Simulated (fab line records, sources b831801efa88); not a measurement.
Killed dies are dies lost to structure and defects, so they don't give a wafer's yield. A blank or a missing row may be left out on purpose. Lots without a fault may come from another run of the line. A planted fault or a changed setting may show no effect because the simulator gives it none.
fab line records | flow gf180mcu
record lots=5 wafers=15 last_day=33
route steps=602 shown STI@1 DNWELL@32 NWELL@42
lots that met no fault: from a run of the same line without faults
start_h: hours from the record's first day to the start of the lot's first wafer shown | wait_h: hours since the lot's step before | " the same as in the row above | L1.1+2: a row that stands for several wafers | - no value, or no start given | * or withheld: withheld | < > ~ a bound
route shown NAME@n: a module of which the file shows steps, and the number in the route of the first | usual: mean/standard deviation of fault-free wafers | same: alike in all rows | chamber/n: place in a boat | sites: the reading at each site | _std_site: their standard deviation | _edge_site: outer sites' mean less inner sites' | radius_mm: how far each site lies from the wafer's centre | mask NAME#n: copy n | behind: the tool/chamber that last shaped the wafer | hold: why the lot was held/for how many hours/how that ended | device: the transistor (n, p or np) that didn't switch | end of line: the same wafers' tests at the end of the route | a step without rows: its recipe alone | killed: dies lost to structure and defects at the first sort, not the wafer's yield | map: a wafer's dies, x killed, . not, _ none there
set.NAME: the setting as run; set.NAME@STEP: as run at that earlier step | model.NAME: the simulator's own value behind a step, which no gauge read
lots at some steps of the route; a table a step, a row a wafer
services: from which hour (start_h, from the record's first day; less than 0 if before it) a tool's chamber was out of use, for how many hours, and why
## steps
# step GF_STI_BOW_MEAS_00
# recipe mode=bow
# usual INCOMING_BOW=1/6.8
# columns lot.wafer tool chamber start_h wait_h INCOMING_BOW[um]
L074.1 film_metro-03 - 10.00 - 1
L074.2 " - " " 13
L074.4 " - " " -3
L082.4 film_metro-04 - 50.06 - 2
L082.5 " - " " 8
L082.6 " - " " -1
L083.1 film_metro-04 - 55.00 - -4
L083.2 " - " " -9
L083.5 " - " " 4
L086.3 film_metro-02 - 70.07 - -9
L086.4 " - " " -4
L086.6 " - " " -1
L093.1 film_metro-04 - 105.00 - -9
L093.2 " - " " -11
L093.4 " - " " 1
# step GF_STI_OXIDATION_01
# recipe temp_c=900 ambient=O2 stabilise_s=600 purge_s=300 target_thk_a=100 ox_time_s=1418
# usual ox_temp_c=900.1/0.4 zone_power_centre_pct=18.93/0.2
# columns lot.wafer tool chamber start_h wait_h ox_temp_c zone_power_centre_pct
L074.1 furnace-02 0 10.12 0.1 899.4 18.94
L074.2 " 0 " " 899.4 19.00
L074.4 " 0 " " 899.8 18.99
L082.4 furnace-02 0 50.12 0.0 900.1 18.27
L082.5 " 0 " " 900.0 18.82
L082.6 " 0 " " 899.8 18.57
L083.1 furnace-02 0 55.12 0.1 899.8 19.00
L083.2 " 0 " " 900.1 18.70
L083.5 " 0 " " 900.0 19.23
L086.3 furnace-02 0 70.15 0.1 900.5 18.78
L086.4 " 0 " " 900.1 18.60
L086.6 " 0 " " 899.5 19.19
L093.1 furnace-02 0 105.66 0.6 899.9 18.88
L093.2 " 0 " " 900.1 18.69
L093.4 " 0 " " 899.9 18.95
# step GF_STI_THK_MEAS_02
# recipe reads=SiO2_of_STI_OXIDATION_01
# usual STI_OXIDATION_THK=9.95/0.23
# columns lot.wafer tool chamber start_h wait_h STI_OXIDATION_THK[nm]
L074.1 film_metro-03 - 11.51 0.0 9.53
L074.2 " - " " 9.53
L074.4 " - " " 9.43
L082.4 film_metro-02 - 51.54 0.0 9.76
L082.5 " - " " 10.08
L082.6 " - " " 9.89
L083.1 film_metro-02 - 56.51 0.0 9.84
L083.2 " - " " 9.44
L083.5 " - " " 9.73
L086.3 film_metro-03 - 71.56 0.0 9.68
L086.4 " - " " 9.85
L086.6 " - " " 9.80
L093.1 film_metro-02 - 107.05 0.0 10.11
L093.2 " - " " 9.98
L093.4 " - " " 9.90
# step GF_STI_CVD_03
# recipe material=Si3N4 precursor=DCS/NH3 target_thk_nm=207.16 temp_c=770 time_s=3551 pressure_mtorr=250
# usual zone_power_centre_pct=13.0/1.2
# columns lot.wafer tool chamber start_h wait_h zone_power_centre_pct
L074.1 lpcvd-02 0 11.57 0.1 14.2
L074.2 " 0 " " 13.8
L074.4 " 0 " " 13.9
L082.4 lpcvd-02 0 51.57 0.0 13.9
L082.5 " 0 " " 14.1
L082.6 " 0 " " 13.9
L083.1 lpcvd-02 1 56.57 0.1 13.1
L083.2 " 1 " " 13.1
L083.5 " 1 " " 13.0
L086.3 lpcvd-02 1 71.60 0.0 12.8
L086.4 " 1 " " 13.0
L086.6 " 1 " " 12.9
L093.1 lpcvd-02 1 107.11 0.1 12.7
L093.2 " 1 " " 12.7
L093.4 " 1 " " 13.0
# step GF_STI_THK_MEAS_04
# recipe reads=Si3N4_of_STI_CVD_03
# usual STI_CVD_03_THK=205.7/1.7
# columns lot.wafer tool chamber start_h wait_h STI_CVD_03_THK[nm]
L074.1 film_metro-04 - 13.56 0.0 205.9
L074.2 " - " " 205.5
L074.4 " - " " 208.1
L082.4 film_metro-02 - 53.59 0.0 208.6
L082.5 " - " " 208.1
L082.6 " - " " 208.7
L083.1 film_metro-03 - 58.56 0.0 205.0
L083.2 " - " " 205.2
L083.5 " - " " 204.2
L086.3 film_metro-02 - 73.61 0.0 205.0
L086.4 " - " " 203.1
L086.6 " - " " 203.5
L093.1 film_metro-02 - 109.10 0.0 205.3
L093.2 " - " " 204.4
L093.4 " - " " 203.6
# step GF_STI_DEHYDRATE_05
# recipe temp_c=200 time_s=60
# columns lot.wafer tool chamber start_h wait_h
L074.1+2+4 litho_track-03 0 19.40 5.8
L082.4+5+6 litho_track-01 0 59.54 5.9
L083.1+2+5 litho_track-01 0 64.56 6.0
L086.3+4+6 litho_track-04 0 80.01 6.4
L093.1+2+4 litho_track-03 0 115.75 6.6
# step GF_STI_HMDS_06
# recipe prime_time_s=60 prime_temp_c=120
# usual prime_temp_c=119.99/0.14
# columns lot.wafer tool chamber start_h wait_h prime_temp_c
L074.1 litho_track-03 0 19.55 0.1 119.84
L074.2 " 0 " " 120.10
L074.4 " 0 " " 120.10
L082.4 litho_track-01 0 59.69 0.1 119.99
L082.5 " 0 " " 120.03
L082.6 " 0 " " 119.86
L083.1 litho_track-01 0 64.71 0.1 120.18
L083.2 " 0 " " 120.05
L083.5 " 0 " " 120.18
L086.3 litho_track-04 0 80.16 0.1 119.96
L086.4 " 0 " " 119.99
L086.6 " 0 " " 119.99
L093.1 litho_track-03 0 115.90 0.1 119.93
L093.2 " 0 " " 120.04
L093.4 " 0 " " 119.86
# step GF_STI_COAT_07
# recipe resist=KrF spin_rpm=withheld resist_thk_nm=700
# columns lot.wafer tool chamber start_h wait_h
L074.1+2+4 litho_track-03 0 19.70 0.1
L082.4+5+6 litho_track-01 0 59.84 0.1
L083.1+2+5 litho_track-01 0 64.86 0.1
L086.3+4+6 litho_track-04 0 80.31 0.1
L093.1+2+4 litho_track-03 0 116.05 0.1
# step GF_STI_SOFTBAKE_08
# recipe temp_c=130 time_s=60 resist=KrF
# columns lot.wafer tool chamber start_h wait_h
L074.1+2+4 litho_track-03 0 19.85 0.1
L082.4+5+6 litho_track-01 0 59.99 0.1
L083.1+2+5 litho_track-01 0 65.01 0.1
L086.3+4+6 litho_track-04 0 80.46 0.1
L093.1+2+4 litho_track-03 0 116.20 0.1
# step GF_STI_EXPOSE_09
# recipe mask_id=COMP target_cd_nm=220 na=0.68 source_shape=conventional sigma_outer=0.6 dose_mj=28
# same sigma_outer=0.6
# columns lot.wafer tool chamber start_h wait_h mask
L074.1+2+4 krf_scanner-02 0 - - COMP#0
L082.4+5+6 krf_scanner-02 0 - - COMP#0
L083.1+2+5 krf_scanner-02 0 - - COMP#0
L086.3+4+6 krf_scanner-02 0 - - COMP#0
L093.1+2+4 krf_scanner-02 0 - - COMP#0
# step GF_STI_PEB_10
# recipe peb_temp_c=135 peb_time_s=90 resist=KrF
# columns lot.wafer tool chamber start_h wait_h
L074.1+2+4 litho_track-03 0 - -
L082.4+5+6 litho_track-01 0 - -
L083.1+2+5 litho_track-04 0 - -
L086.3+4+6 litho_track-01 0 - -
L093.1+2+4 litho_track-04 0 - -
# step GF_STI_DEVELOP_11
# recipe develop_time_s=60 dev_temp_c=21
# columns lot.wafer tool chamber start_h wait_h
L074.1+2+4 litho_track-03 0 25.35 0.2
L082.4+5+6 litho_track-01 0 66.44 0.1
L083.1+2+5 litho_track-04 0 70.71 0.2
L086.3+4+6 litho_track-01 0 86.26 0.1
L093.1+2+4 litho_track-04 0 123.31 0.2
# step GF_STI_CD_MEAS_12
# recipe target_cd_nm=220
# usual cd_nm=220.1/1
# columns lot.wafer tool chamber start_h wait_h cd_nm
L074.1 cd_sem-02 - 25.50 0.1 218.2
L074.2 " - " " 219.5
L074.4 " - " " 219.9
L082.4 cd_sem-02 - 66.57 0.1 218.9
L082.5 " - " " 219.2
L082.6 " - " " 220.7
L083.1 cd_sem-01 - 70.86 0.1 220.2
L083.2 " - " " 219.4
L083.5 " - " " 221.0
L086.3 cd_sem-02 - 86.40 0.1 220.0
L086.4 " - " " 218.6
L086.6 " - " " 219.1
L093.1 cd_sem-02 - 123.46 0.1 222.5
L093.2 " - " " 220.3
L093.4 " - " " 220.9
# step GF_STI_ETCH_13
# recipe chemistry=CHF3/O2 stop_on=Si over_etch_frac=0.3 target_depth_a=2823.1 source_w=600 bias_w=200 pressure_mtorr=40 chf3_flow_sccm=50 O2_flow_sccm=5 time_s=112.9
# usual drypump_motor_current_A=5.7/0.53 oes_product_au=0.829/0.0059 rf_fwd_power_W=597.4/1.8 throttle_valve_pct=8.810/0.009
# columns lot.wafer tool chamber start_h wait_h drypump_motor_current_A oes_product_au rf_fwd_power_W rf_hours_counter_h throttle_valve_pct
L074.1 rie_diel-02 1 25.62 0.1 5.3 0.829 598.5 84 8.810
L074.2 " 2 " " 5.9 0.827 594.6 108 8.816
L074.4 " 3 " " 5.5 0.833 599.3 122 8.808
L082.4 rie_diel-03 0 66.63 0.0 6.0 0.831 599.6 140 8.815
L082.5 " 2 " " 5.5 0.835 592.2 - 8.798
L082.6 " 3 " " 5.9 0.837 594.0 - 8.825
L083.1 rie_diel-02 0 70.98 0.1 6.2 0.828 594.5 73 8.802
L083.2 " 3 " " 5.5 0.822 595.8 124 8.824
L083.5 " 2 " " 5.9 0.826 596.2 - 8.804
L086.3 rie_diel-02 0 86.48 0.1 6.2 0.827 595.5 74 8.806
L086.4 " 3 " " 5.5 0.820 597.0 124 8.807
L086.6 " 1 " " 5.3 0.821 597.4 - 8.800
L093.1 rie_diel-02 1 123.58 0.1 5.3 0.828 597.7 87 8.816
L093.2 " 0 " " 6.1 0.824 595.9 74 8.808
L093.4 " 2 " " 5.9 0.827 597.5 111 8.814
# step GF_STI_ETCH_14
# recipe target=Si chemistry=HBr/Cl2/O2 target_depth_nm=360 icp_w=600 bias_w=150 pressure_mtorr=15 HBr_flow_sccm=150 Cl2_flow_sccm=40 O2_flow_sccm=6 time_s=102.9
# usual drypump_motor_current_A=6.0/0.43 mfc_cl2_sccm=40.01/0.12 oes_product_au=0.997/0.0079 rf_fwd_power_W=596.8/1.7 throttle_valve_pct=25.659/0.0099
# columns lot.wafer tool chamber start_h wait_h drypump_motor_current_A mfc_cl2_sccm oes_product_au rf_fwd_power_W rf_hours_counter_h throttle_valve_pct
L074.1 rie_si-01 1 25.70 0.0 5.9 39.96 0.998 597.3 133 25.662
L074.2 " 0 " " 5.8 40.13 0.999 597.2 2 25.668
L074.4 " 2 " " 5.9 40.22 0.989 595.9 28 25.658
L082.4 rie_si-01 0 66.71 0.0 5.8 39.92 1.002 593.9 2 25.655
L082.5 " 1 " " 5.9 40.19 1.004 600.8 - 25.672
L082.6 " 0 " " 5.8 39.86 1.005 596.5 - 25.677
L083.1 rie_si-01 1 71.06 0.0 5.9 39.79 0.988 596.2 134 25.654
L083.2 " 2 " " 5.9 39.99 0.996 595.7 29 25.671
L083.5 " 2 " " 5.9 39.83 0.996 596.1 - 25.656
L086.3 rie_si-02 1 86.56 0.0 5.7 39.88 0.998 596.7 2 25.650
L086.4 " 3 " " 6.7 39.83 0.993 597.7 103 25.652
L086.6 " 3 " " 6.7 40.06 1.001 598.2 - 25.660
L093.1 rie_si-02 1 123.66 0.0 5.6 39.84 0.986 598.4 3 25.663
L093.2 " 3 " " 6.7 39.84 0.991 597.0 103 25.658
L093.4 " 0 " " 5.4 40.18 0.983 594.6 86 25.659
# step GF_STI_STRIP_15
# recipe chemistry=O2/N2 power_w=1400 pressure_mtorr=1500 platen_temp_c=250 o2_flow_sccm=3000 n2_flow_sccm=300 overash_fraction=0.5
# usual drypump_motor_current_A=5.8/0.47 heater_power_w=338/21 oes_product_au=0.384/0.0042 strip_time_to_endpoint_s=3.72/0.034
# columns lot.wafer tool chamber start_h wait_h drypump_motor_current_A heater_power_w oes_product_au rf_hours_counter_h strip_time_to_endpoint_s
L074.1 plasma_asher-04 1 25.77 0.0 5.1 325 0.387 23 3.76
L074.2 " 0 " " 5.8 349 0.380 23 3.72
L074.4 " 0 " " 5.8 349 0.384 - 3.76
L082.4 plasma_asher-04 0 66.82 0.1 5.9 357 0.378 - 3.67
L082.5 " 0 " " 5.8 358 0.389 - 3.66
L082.6 " 1 " " 5.1 326 0.380 - 3.69
L083.1 plasma_asher-03 1 71.13 0.0 5.6 366 0.386 40 3.73
L083.2 " 0 " " 6.3 344 0.387 40 3.74
L083.5 " 1 " " 5.7 356 0.386 - 3.71
L086.3 plasma_asher-03 0 86.67 0.1 6.4 350 0.387 - 3.71
L086.4 " 1 " " 5.6 363 0.389 - 3.75
L086.6 " 1 " " 5.6 356 0.382 - 3.74
L093.1 plasma_asher-04 1 123.73 0.0 5.1 326 0.386 33 3.74
L093.2 " 0 " " 5.8 352 0.386 33 3.69
L093.4 " 1 " " 5.1 330 0.384 - 3.64
# step GF_STI_CLEAN_16
# recipe chemistry=dHF time_s=25 dilution=100:1
# columns lot.wafer tool chamber start_h wait_h
L074.1+2+4 wet_bench-03 3 25.87 0.1
L082.4+5+6 wet_bench-03 1 66.89 0.0
L083.1+2+5 wet_bench-02 2 71.23 0.1
L086.3+4+6 wet_bench-03 2 86.73 0.0
L093.1+2+4 wet_bench-03 3 123.83 0.1
# step GF_STI_WET_ETCH_17
# recipe chemistry=H3PO4 target_depth_nm=45 temp_c=160 target=Si3N4 time_s=514
# columns lot.wafer tool chamber start_h wait_h
L074.1+2+4 wet_bench-04 1 25.89 0.0
L082.4+5+6 wet_bench-02 1 66.90 0.0
L083.1+2+5 wet_bench-03 3 71.25 0.0
L086.3+4+6 wet_bench-02 2 86.80 0.0
L093.1+2+4 wet_bench-02 2 123.85 0.0
# step GF_STI_CLEAN_18
# recipe chemistry=SC1/SC2 mix=1:4:20 temp_c=70 time_s=150
# columns lot.wafer tool chamber start_h wait_h
L074.1+2+4 wet_bench-02 1 26.04 0.0
L082.4+5+6 wet_bench-04 0 67.05 0.0
L083.1+2+5 wet_bench-04 2 71.40 0.0
L086.3+4+6 wet_bench-04 2 86.95 0.0
L093.1+2+4 wet_bench-04 1 124.00 0.0
# step GF_STI_CLEAN_19
# recipe chemistry=dHF time_s=20 dilution=100:1
# columns lot.wafer tool chamber start_h wait_h
L074.1+2+4 wet_bench-03 3 26.09 0.0
L082.4+5+6 wet_bench-03 0 67.10 0.0
L083.1+2+5 wet_bench-02 3 71.45 0.0
L086.3+4+6 wet_bench-03 0 87.00 0.0
L093.1+2+4 wet_bench-03 3 124.05 0.0
# step GF_STI_WET_ETCH_20
# recipe chemistry=dHF dilution=100:1 target_depth_nm=20 temp_c=25 dry=ipa_marangoni target=SiO2 time_s=400
# columns lot.wafer tool chamber start_h wait_h
L074.1+2+4 wet_bench-04 0 26.10 0.0
L082.4+5+6 wet_bench-02 2 67.12 0.0
L083.1+2+5 wet_bench-03 2 71.46 0.0
L086.3+4+6 wet_bench-02 0 87.05 0.0
L093.1+2+4 wet_bench-02 2 124.06 0.0
# step GF_STI_OXIDATION_21
# recipe temp_c=1000 ambient=O2 stabilise_s=600 purge_s=300 target_thk_a=150 ox_time_s=458
# usual ox_temp_c=1000.0/0.45 zone_power_centre_pct=23.89/0.27
# columns lot.wafer tool chamber start_h wait_h ox_temp_c zone_power_centre_pct
L074.1 furnace-01 0 26.51 0.3 1000.2 23.96
L074.2 " 0 " " 1000.2 23.82
L074.4 " 0 " " 1000.7 23.88
L082.4 furnace-02 0 67.35 0.1 1000.1 23.97
L082.5 " 0 " " 999.7 24.02
L082.6 " 0 " " 999.8 24.02
L083.1 furnace-01 0 71.58 0.0 999.2 23.58
L083.2 " 0 " " 999.8 24.54
L083.5 " 0 " " 1000.0 23.87
L086.3 furnace-01 0 87.17 0.0 999.5 23.96
L086.4 " 0 " " 999.3 23.96
L086.6 " 0 " " 1000.4 23.95
L093.1 furnace-02 0 130.48 6.3 1000.1 23.75
L093.2 " 0 " " 999.8 23.88
L093.4 " 0 " " 1000.6 23.70
# step GF_STI_THK_MEAS_22
# recipe reads=SiO2_of_STI_OXIDATION_21
# usual STI_OXIDATION_01_THK=15.0/0.32
# columns lot.wafer tool chamber start_h wait_h STI_OXIDATION_01_THK[nm]
L074.1 film_metro-03 - 27.64 0.0 14.9
L074.2 " - " " 15.0
L074.4 " - " " 14.9
L082.4 film_metro-02 - 68.51 0.0 14.2
L082.5 " - " " 14.4
L082.6 " - " " 14.5
L083.1 film_metro-02 - 72.71 0.0 15.0
L083.2 " - " " 15.2
L083.5 " - " " 14.7
L086.3 film_metro-03 - 88.32 0.0 15.2
L086.4 " - " " 15.0
L086.6 " - " " 14.9
L093.1 film_metro-04 - 131.61 0.0 14.9
L093.2 " - " " 15.0
L093.4 " - " " 15.0
# step GF_STI_CVD_23
# recipe material=SiO2 target_thk_nm=650 sigma_open_frac=0.3 time_s=108.3 temp_c=600 sih4_flow_sccm=60 pressure_mtorr=6
# columns lot.wafer tool chamber start_h wait_h
L074.1+2+4 hdpcvd-01 0,1,1 27.70 0.1
L082.4+5+6 hdpcvd-02 0,2,1 68.57 0.1
L083.1+2+5 hdpcvd-02 1,0,2 72.77 0.1
L086.3+4+6 hdpcvd-01 0,1,1 88.40 0.1
L093.1+2+4 hdpcvd-01 1,2,1 131.67 0.1
# step GF_STI_THK_MEAS_24
# recipe reads=SiO2_of_STI_CVD_23
# usual STI_CVD_23_THK=651/5.8
# columns lot.wafer tool chamber start_h wait_h STI_CVD_23_THK[nm]
L074.1 film_metro-04 - 27.78 0.0 652
L074.2 " - " " 651
L074.4 " - " " 647
L082.4 film_metro-02 - 68.64 0.0 658
L082.5 " - " " 657
L082.6 " - " " 648
L083.1 film_metro-03 - 72.85 0.0 648
L083.2 " - " " 647
L083.5 " - " " 649
L086.3 film_metro-02 - 88.49 0.1 652
L086.4 " - " " 643
L086.6 " - " " 645
L093.1 film_metro-02 - 131.75 0.0 642
L093.2 " - " " 646
L093.4 " - " " 639
# step GF_STI_CMP_25
# recipe stop_on=Si3N4 t_overpolish_s=33 down_force_psi=4 platen_rpm=60 target_thk_nm=524.6 pad_velocity_m_s=0.94248
# usual edge_zone_pressure_frac=1.000/0.0048 motor_current_A=12.0/1.2 overpolish_run_s=32.999/0.0094 slurry_flow_ml_min=150.1/0.46 time_to_endpoint_s=124/3.7
# columns lot.wafer tool chamber start_h wait_h edge_zone_pressure_frac motor_current_A overpolish_run_s slurry_flow_ml_min time_to_endpoint_s
L074.2 cmp-01 0 27.84 0.0 0.999 13.2 32.992 150.6 120
L074.4 " 2 " " 1.006 11.7 33.012 150.1 118
L074.1 " 3 " " 0.993 9.9 32.989 150.7 120
L082.4 cmp-01 2 68.77 0.1 1.000 12.3 32.990 150.3 126
L082.5 " 0 " " 0.992 13.3 32.989 150.2 130
L082.6 " 1 " " 0.998 11.0 33.000 149.6 122
L083.1 cmp-02 2 72.96 0.1 1.012 11.4 33.012 149.4 119
L083.2 " 0 " " 1.007 13.1 32.986 150.4 125
L083.5 " 1 " " 0.997 14.2 32.991 149.7 126
L086.4 cmp-01 2 88.58 0.1 0.997 12.3 33.007 151.4 124
L086.3 " 3 " " 0.995 10.1 33.014 149.2 128
L086.6 " 1 " " 1.006 10.6 33.000 150.4 127
L093.4 cmp-02 3 131.81 0.0 1.000 12.1 33.014 150.4 120
L093.1 " 0 " " 1.002 13.0 33.010 149.6 128
L093.2 " 1 " " 1.003 14.1 32.991 149.7 122
# step GF_STI_WET_ETCH_26
# recipe chemistry=dHF target_depth_nm=94 target=SiO2 temp_c=25 dilution=10:1 time_s=188
# columns lot.wafer tool chamber start_h wait_h
L074.1+2+4 wet_bench-02 0 28.14 0.1
L082.4+5+6 wet_bench-04 3 68.97 0.1
L083.1+2+5 wet_bench-04 3 73.21 0.2
L086.3+4+6 wet_bench-02 3 88.83 0.1
L093.1+2+4 wet_bench-03 2 132.11 0.2
# step GF_STI_WET_ETCH_27
# recipe chemistry=H3PO4 target_depth_nm=160 target=Si3N4 temp_c=160 time_s=1825
# columns lot.wafer tool chamber start_h wait_h
L074.1+2+4 wet_bench-04 2 28.20 0.0
L082.4+5+6 wet_bench-04 0 69.03 0.0
L083.1+2+5 wet_bench-02 1 73.27 0.0
L086.3+4+6 wet_bench-03 2 88.90 0.0
L093.1+2+4 wet_bench-02 1 132.17 0.0
# step GF_STI_WET_ETCH_28
# recipe chemistry=dHF target_depth_nm=20 dry=ipa_marangoni target=SiO2 temp_c=25 dilution=10:1 time_s=40
# columns lot.wafer tool chamber start_h wait_h
L074.1+2+4 wet_bench-03 3 28.71 0.0
L082.4+5+6 wet_bench-02 1 69.55 0.0
L083.1+2+5 wet_bench-04 2 73.83 0.0
L086.3+4+6 wet_bench-02 3 91.14 0.0
L093.1+2+4 wet_bench-03 1 132.68 0.0
# step GF_STI_OXIDATION_29
# recipe temp_c=900 ambient=O2 stabilise_s=600 purge_s=300 target_thk_a=100 ox_time_s=1418
# usual ox_temp_c=900.0/0.36 zone_power_centre_pct=18.91/0.19
# columns lot.wafer tool chamber start_h wait_h ox_temp_c zone_power_centre_pct
L074.1 furnace-01 0 28.73 0.0 899.4 18.85
L074.2 " 0 " " 899.9 18.76
L074.4 " 0 " " 899.3 18.68
L082.4 furnace-01 0 69.57 0.0 900.7 18.89
L082.5 " 0 " " 900.4 18.72
L082.6 " 0 " " 900.6 18.63
L083.1 furnace-01 0 73.85 0.0 899.9 19.19
L083.2 " 0 " " 899.9 19.12
L083.5 " 0 " " 899.6 18.82
L086.3 furnace-02 0 91.16 0.0 899.8 19.01
L086.4 " 0 " " 899.7 18.58
L086.6 " 0 " " 900.2 19.01
L093.1 furnace-02 0 133.05 0.4 899.9 18.79
L093.2 " 0 " " 900.3 18.69
L093.4 " 0 " " 899.9 18.88
# step GF_STI_THK_MEAS_30
# recipe reads=SiO2_of_STI_OXIDATION_29
# usual STI_OXIDATION_02_THK=10.02/0.2
# columns lot.wafer tool chamber start_h wait_h STI_OXIDATION_02_THK[nm]
L074.1 film_metro-02 - 30.13 0.0 10.16
L074.2 " - " " 10.11
L074.4 " - " " 10.09
L082.4 film_metro-02 - 70.99 0.0 10.34
L082.5 " - " " 10.20
L082.6 " - " " 10.25
L083.1 film_metro-03 - 75.24 0.0 9.95
L083.2 " - " " 10.25
L083.5 " - " " 10.05
L086.3 film_metro-04 - 92.58 0.0 10.18
L086.4 " - " " 10.39
L086.6 " - " " 10.27
L093.1 film_metro-02 - 134.45 0.0 10.01
L093.2 " - " " 10.02
L093.4 " - " " 9.87
# step GF_DNWELL_DEHYDRATE_00
# recipe temp_c=200 time_s=60
# columns lot.wafer tool chamber start_h wait_h
L074.1+2+4 litho_track-01 0 35.76 5.6
L082.4+5+6 litho_track-01 0 78.04 7.0
L083.1+2+5 litho_track-03 0 81.25 6.0
L086.3+4+6 litho_track-02 0 99.21 6.6
L093.1+2+4 litho_track-03 0 141.10 6.6
# step GF_DNWELL_HMDS_01
# recipe prime_time_s=60 prime_temp_c=120
# usual prime_temp_c=120.04/0.14
# columns lot.wafer tool chamber start_h wait_h prime_temp_c
L074.1 litho_track-01 0 35.91 0.1 120.09
L074.2 " 0 " " 119.97
L074.4 " 0 " " 119.80
L082.4 litho_track-01 0 78.19 0.1 119.98
L082.5 " 0 " " 119.69
L082.6 " 0 " " 120.05
L083.1 litho_track-03 0 81.40 0.1 120.00
L083.2 " 0 " " 120.07
L083.5 " 0 " " 119.98
L086.3 litho_track-02 0 99.36 0.1 120.06
L086.4 " 0 " " 120.03
L086.6 " 0 " " 120.12
L093.1 litho_track-03 0 141.25 0.1 119.89
L093.2 " 0 " " 119.99
L093.4 " 0 " " 120.12
# step GF_DNWELL_COAT_02
# recipe spin_rpm=2000 resist_thk_nm=3000
# columns lot.wafer tool chamber start_h wait_h
L074.1+2+4 litho_track-01 0 36.06 0.1
L082.4+5+6 litho_track-01 0 78.34 0.1
L083.1+2+5 litho_track-03 0 81.55 0.1
L086.3+4+6 litho_track-02 0 99.51 0.1
L093.1+2+4 litho_track-03 0 141.40 0.1
# step GF_DNWELL_SOFTBAKE_03
# recipe temp_c=110 time_s=withheld
# columns lot.wafer tool chamber start_h wait_h
L074.1+2+4 litho_track-01 0 36.21 0.1
L082.4+5+6 litho_track-01 0 78.51 0.1
L083.1+2+5 litho_track-03 0 81.70 0.1
L086.3+4+6 litho_track-02 0 99.68 0.1
L093.1+2+4 litho_track-03 0 141.55 0.1
# step GF_DNWELL_EXPOSE_04
# recipe mask_id=DNWELL target_cd_nm=1700 na=0.6 source_shape=conventional sigma_outer=0.6 dose_mj=260
# same sigma_outer=0.6
# columns lot.wafer tool chamber start_h wait_h mask
L074.1+2+4 iline_stepper-02 0 - - DNWELL#0
L082.4+5+6 iline_stepper-02 0 - - DNWELL#0
L083.1+2+5 iline_stepper-02 0 - - DNWELL#0
L086.3+4+6 iline_stepper-01 0 - - DNWELL#0
L093.1+2+4 iline_stepper-01 0 - - DNWELL#0
# step GF_DNWELL_PEB_05
# recipe temp_c=115 time_s=withheld
# columns lot.wafer tool chamber start_h wait_h
L074.1+2+4 litho_track-01 0 - -
L082.4+5+6 litho_track-02 0 - -
L083.1+2+5 litho_track-02 0 - -
L086.3+4+6 litho_track-01 0 - -
L093.1+2+4 litho_track-01 0 - -
# step GF_DNWELL_DEVELOP_06
# recipe wall_angle_deg=90 develop_time_s=60 dev_temp_c=23
# columns lot.wafer tool chamber start_h wait_h
L074.1+2+4 litho_track-01 0 - -
L082.4+5+6 litho_track-02 0 - -
L083.1+2+5 litho_track-02 0 - -
L086.3+4+6 litho_track-01 0 - -
L093.1+2+4 litho_track-01 0 - -
# step GF_DNWELL_IMPLANT_07
# recipe species=P energy_kev=1500 dose_cm2=1e+13 tilt_deg=0
# columns lot.wafer tool chamber start_h wait_h
L074.1+2+4 implanter-03 0 41.96 -
L082.4+5+6 implanter-01 0 84.89 -
L083.1+2+5 implanter-03 0 88.51 -
L086.3+4+6 implanter-03 0 106.71 -
L093.1+2+4 implanter-04 0 149.11 -
# step GF_DNWELL_STRIP_08
# recipe chemistry=O2/N2 power_w=1400 pressure_mtorr=1500 platen_temp_c=250 o2_flow_sccm=3000 n2_flow_sccm=300 overash_fraction=0.5
# usual drypump_motor_current_A=6.1/0.4 heater_power_w=342/35 oes_product_au=0.723/0.0045 strip_time_to_endpoint_s=36.96/0.11
# columns lot.wafer tool chamber start_h wait_h drypump_motor_current_A heater_power_w oes_product_au rf_hours_counter_h strip_time_to_endpoint_s
L074.1 plasma_asher-02 0 42.11 0.1 6.5 407 0.721 39 36.98
L074.2 " 1 " " 5.5 302 0.725 39 36.96
L074.4 " 1 " " 5.5 298 0.716 - 36.89
L082.4 plasma_asher-01 1 85.00 0.1 6.1 317 0.722 - 36.86
L082.5 " 0 " " 6.4 295 0.718 - 36.81
L082.6 " 1 " " 6.1 324 0.718 - 36.71
L083.1 plasma_asher-01 1 88.66 0.1 6.1 327 0.727 44 36.83
L083.2 " 0 " " 6.4 297 0.719 44 36.83
L083.5 " 0 " " 6.4 289 0.719 - 36.82
L086.3 plasma_asher-02 0 106.84 0.1 6.5 398 0.711 - 36.94
L086.4 " 1 " " 5.5 307 0.726 - 37.09
L086.6 " 0 " " 6.5 410 0.727 - 37.07
L093.1 plasma_asher-02 1 149.26 0.1 5.5 301 0.714 3 36.97
L093.2 " 0 " " 6.5 390 0.724 3 37.02
L093.4 " 0 " " 6.5 378 0.722 - 37.04
# step GF_DNWELL_TW_MEAS_09
# usual DNWELL_TW=1346/15
# columns lot.wafer tool chamber start_h wait_h DNWELL_TW
L074.1 film_metro-02 - 42.21 0.1 1327
L074.2 " - " " 1318
L074.4 " - " " 1330
L082.4 film_metro-01 - 85.09 0.1 1357
L082.5 " - " " 1352
L082.6 " - " " 1351
L083.1 film_metro-03 - 88.76 0.1 1375
L083.2 " - " " 1368
L083.5 " - " " 1371
L086.3 film_metro-03 - 106.93 0.1 1357
L086.4 " - " " 1357
L086.6 " - " " 1359
L093.1 film_metro-03 - 149.36 0.1 1369
L093.2 " - " " 1353
L093.4 " - " " 1362
# step GF_NWELL_DEHYDRATE_00
# recipe temp_c=200 time_s=60
# columns lot.wafer tool chamber start_h wait_h
L074.1+2+4 litho_track-03 0 47.75 5.5
L082.4+5+6 litho_track-04 0 91.23 6.1
L083.1+2+5 litho_track-04 0 95.71 6.9
L086.3+4+6 litho_track-04 0 113.61 6.7
L093.1+2+4 litho_track-02 0 156.56 7.2
## services
# columns tool chamber start_h hours kind
krf_scanner-02 - -3.81 0.5 repair
lpcvd-02 - 3.95 6.1 pm
cmp-02 - 13.87 5.7 pm
krf_scanner-02 - 33.28 0.8 pm
hdpcvd-01 0 48.93 17.5 repair
cmp-01 - 54.87 3.8 repair
rie_si-01 2 58.03 4.6 repair
krf_scanner-02 - 66.67 4.0 pm
rie_si-01 3 69.81 3.6 repair
rie_si-01 2 76.56 3.0 repair
hdpcvd-01 2 85.59 6.8 repair
krf_scanner-02 - 92.24 1.0 pm
wet_bench-03 - 95.56 1.9 repair
krf_scanner-02 - 102.05 1.3 pm
rie_diel-02 3 102.15 12.0 repair
cmp-01 - 107.27 2.6 repair
rie_diel-02 - 108.56 14.6 pm
plasma_asher-02 - 108.75 9.0 pm
furnace-01 - 113.95 12.3 pm
hdpcvd-01 - 127.53 0.4 repair
iline_stepper-02 - 131.49 1.7 pm
rie_diel-02 0 132.52 1.6 repair
krf_scanner-02 - 134.57 1.4 repair
lpcvd-02 - 147.10 0.3 repair
## key
fault none
